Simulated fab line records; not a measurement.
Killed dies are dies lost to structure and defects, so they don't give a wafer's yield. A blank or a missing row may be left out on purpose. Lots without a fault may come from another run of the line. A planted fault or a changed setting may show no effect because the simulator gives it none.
Which tool was responsible? -- flow gf180mcu -- at 1 step of a route of 602, 14 lots with 42 wafers sampled

## WHAT EACH GAUGE READ, for each wafer
GF_V2_THK_MEAS_01.
lot,measured,on,V2_CVD_00_THK (nm)
L833,day 19 05:48,filmMetro-02,622 608 621
L834,day 19 20:26,filmMetro-02,607 600 595
L835,day 19 23:47,filmMetro-01,587 601 588
L836,day 20 13:35,filmMetro-04,600 599 593
L837,day 21 06:14,filmMetro-04,609 602 597
L839,day 21 20:18,filmMetro-02,607 610 605
L843,day 23 05:31,filmMetro-01,610 610 597
L846,day 24 08:01,filmMetro-04,606 585 593
L847,day 24 15:43,filmMetro-01,612 613 609
L848,day 25 02:17,filmMetro-01,588 602 600
L849,day 25 10:37,filmMetro-02,604 607 605
L850,day 25 13:26,filmMetro-02,605 606 604
L855,day 27 00:22,filmMetro-01,606 594 610
L856,day 27 08:49,filmMetro-02,607 596 605

## WHAT TOOL EACH LOT RAN ON (gives the tool, then ch and the chambers of the sampled wafers, and finally the start)
The record shows no process step preceding these readings.

## WHAT THE TOOLS THEMSELVES READ (means of the sampled wafers that have a number; where no wafer has one, the mark that the record gives instead)
The record holds no such reading with a usual standard deviation.

## THE ANSWER, worked out from the rows above alone
Rule: usual is defined by the lots themselves. The widest of any qualifying gaps counts: lots, ordered by their means at a reading, are off when they make up no more than a third of the lots, leave a main group of 4 or more, and stand apart from it by 3 or more times the standard deviation of that group's means. If all means in a main group match to the digits the tables above print for the reading, that group is not used. A lot without any number at a reading at which 4 lots or more have one is off too. The other lots that the step has rows for count as sound. Order of review: gauges by route order, followed by the tools' own readings, for which a lot's mean as printed above is used. The first step at which some lot is off is used, and at that step the reading that is off furthest; a lot without a number counts as furthest.
None of the lots is off at any reading shown; this tells nothing.

## WHAT THE SIMULATOR PUT IN
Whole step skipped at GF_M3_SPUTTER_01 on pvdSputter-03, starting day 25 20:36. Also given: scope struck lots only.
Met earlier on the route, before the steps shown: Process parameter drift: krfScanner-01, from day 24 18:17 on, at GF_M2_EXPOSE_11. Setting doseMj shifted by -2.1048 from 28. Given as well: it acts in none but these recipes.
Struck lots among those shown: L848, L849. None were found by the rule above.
